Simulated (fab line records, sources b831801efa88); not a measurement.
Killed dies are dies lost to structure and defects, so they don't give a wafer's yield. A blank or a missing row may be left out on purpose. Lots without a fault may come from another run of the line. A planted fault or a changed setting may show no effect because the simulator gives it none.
A struck lot beside a sound one | flow sky130 | 23 steps out of a route of 708
Sound: wafers L884.2, L884.3, L884.5. Struck: wafers L901.2, L901.4, L901.6. The cause comes at the end.
At each step with rows: each side's tool, then ch and its chambers, then its first start. Under that, the readings that differ: sound wafers | struck wafers | difference of the means | sigmas: that difference in standard deviations of wafers without a fault.
alike: readings whose means differ by less than 2 such deviations, and words and numbers that are the same on both sides. not compared: withheld readings, readings that some wafer has no value for, bounds like >300 that may hide the same value, and numbers for which the record gives no deviation and whose values overlap.
The two part at a step that has a row with sigmas, a row that says differs or no value, or rows on one side only. Numbers that don't overlap but have no deviation are shown without sigmas and don't part them. A reading that every wafer of one side lacks parts them only if that side has two wafers or more.

first, 2 steps without rows for these wafers: SKY_LI_CONTACT_SPUTTER_19 (material Ti, target thk 20 nm, time 106.37 s); SKY_LI_CONTACT_SPUTTER_20 (material TiN, target thk 20 nm, time 80 s).
SKY_LI_CONTACT_CVD_21: deposits W, target thk 400 nm, time 120.56 s.
  sound on cvd_w-01 ch 0,1, day 29 12:55; struck on cvd_w-02 ch 0,1, day 35 11:42
  alike: chamber_pressure_Torr, heater_power_w
SKY_LI_CONTACT_RS_MEAS_22: measures by four-point-probe.
  sound on film_metro-01, day 29 13:04; struck on film_metro-01, day 35 11:50
  alike: LI_CONTACT_W_RS
SKY_LI_CONTACT_THK_MEAS_23: measures by xrf.
  sound on film_metro-01, day 29 13:10; struck on film_metro-01, day 35 11:57
  alike: LI_CONTACT_W_THK
SKY_LI_CONTACT_CMP_24: polishes, stops on PSG, t overpolish 20 s, target thk 0 nm.
  sound on cmp-01 ch 1,2,3, day 29 13:16; struck on cmp-01 ch 0,3, day 35 12:00
  reading              | sound                | struck               | difference | sigmas
  overpolish_run_s (s) | 20.002 20.009 19.992 | 19.985 19.979 19.983 | -0.019     | -2
  alike: edge_zone_pressure_frac, motor_current_A, platen_rpm, time_to_endpoint_s
SKY_LOCAL_INTERCONNECT_SPUTTER_00: material TiN, target thk 100 nm, time 83.3 s.
  sound on pvd_sputter-02, day 29 13:31; struck on pvd_sputter-02, day 35 12:18
  alike: throttle_valve_pct
SKY_LOCAL_INTERCONNECT_RS_MEAS_01: measures by four-point-probe.
  sound on film_metro-01, day 29 13:36; struck on film_metro-04, day 35 12:23
  alike: LOCAL_INTERCONNECT_TIN_RS
SKY_LOCAL_INTERCONNECT_THK_MEAS_02: measures by xrf.
  sound on film_metro-01, day 29 13:43; struck on film_metro-04, day 35 12:30
  alike: LOCAL_INTERCONNECT_TIN_THK
then, 3 steps without rows for these wafers: SKY_LOCAL_INTERCONNECT_DEHYDRATE_03 (time 60 s); SKY_LOCAL_INTERCONNECT_HMDS_04 (prime time 60 s); SKY_LOCAL_INTERCONNECT_COAT_05 (resist thk 60 nm).
SKY_LOCAL_INTERCONNECT_COAT_06: resist thk 450 nm.
  sound on litho_track-01 ch 0, day 30 03:00; struck on litho_track-04 ch 0, day 36 00:00
  reading                                                   | sound                | struck               | difference | sigmas
  spin_speed_rpm (rpm)                                      | 2999.7 3001.3 3000.2 | 2929.8 2930.2 2931.6 | -69.9      | -29
  model.KrF-thick_of_LOCAL_INTERCONNECT_COAT_06.thk_nm (nm) | 449.4 449.7 448.9    | 456.1 456.1 456.3    | +6.8       |
then, 4 steps without rows for these wafers: SKY_LOCAL_INTERCONNECT_SOFTBAKE_07 (time 90 s); SKY_LOCAL_INTERCONNECT_EXPOSE_08 (exposes mask LI1M, target cd 170 nm); SKY_LOCAL_INTERCONNECT_PEB_09; SKY_LOCAL_INTERCONNECT_DEVELOP_10 (develop time 60 s).
SKY_LOCAL_INTERCONNECT_CD_MEAS_11: target cd 170 nm.
  sound on cd_sem-02, day 30 18:26; struck on cd_sem-02, day 36 13:59
  reading    | sound             | struck            | difference | sigmas
  cd_nm (nm) | 169.6 168.7 170.0 | 173.0 173.7 172.0 | +3.5       | +2
SKY_LOCAL_INTERCONNECT_OVL_MEAS_12:
  sound on overlay-02, day 30 18:32; struck on overlay-01, day 36 14:05
  alike: LOCAL_INTERCONNECT_OVL
SKY_LOCAL_INTERCONNECT_ETCH_13: etches BARC in N2/H2, stops on SiO2, time 45.9 s, target depth 60 nm.
  sound on rie_metal-03 ch 0,1, day 30 18:34; struck on rie_metal-02 ch 1, day 36 14:07
  alike: chamber_pressure_mTorr, drypump_motor_current_A, h2_flow_sccm, oes_product_au, throttle_valve_pct
  not compared: rf_hours_counter_h
SKY_LOCAL_INTERCONNECT_METAL_ETCH_14: etches TiN in Cl2/BCl3, stops on PSG, target depth 110 nm, time 31.4 s.
  sound on rie_metal-03 ch 0,1, day 30 18:38; struck on rie_metal-02 ch 1, day 36 14:11
  reading                                                   | sound           | struck          | difference | sigmas
  model.KrF-thick_of_LOCAL_INTERCONNECT_COAT_06.thk_nm (nm) | 348.4 349 347.8 | 354 354.8 354.7 | +6         |
  alike: chamber_pressure_mTorr, drypump_motor_current_A, oes_product_au, throttle_valve_pct
  not compared: rf_hours_counter_h
SKY_LOCAL_INTERCONNECT_STRIP_15: strips in O2/N2.
  sound on plasma_asher-01 ch 0,1, day 30 18:41; struck on plasma_asher-01 ch 0, day 36 14:14
  reading                      | sound             | struck            | difference | sigmas
  strip_time_to_endpoint_s (s) | 4.728 4.715 4.711 | 4.796 4.788 4.795 | +0.075     | +3
  alike: chamber_pressure_mTorr, drypump_motor_current_A, o2_flow_sccm, oes_product_au
  not compared: rf_hours_counter_h
SKY_PAD_OPEN_PROBE_99:
  the record has rows for the sound wafers here (prober-02, day 46 05:03) and none for the struck ones

WHERE THEY PART
First at SKY_LI_CONTACT_CMP_24; last, within this record, at SKY_PAD_OPEN_PROBE_99.

WHY: what the simulator had put in
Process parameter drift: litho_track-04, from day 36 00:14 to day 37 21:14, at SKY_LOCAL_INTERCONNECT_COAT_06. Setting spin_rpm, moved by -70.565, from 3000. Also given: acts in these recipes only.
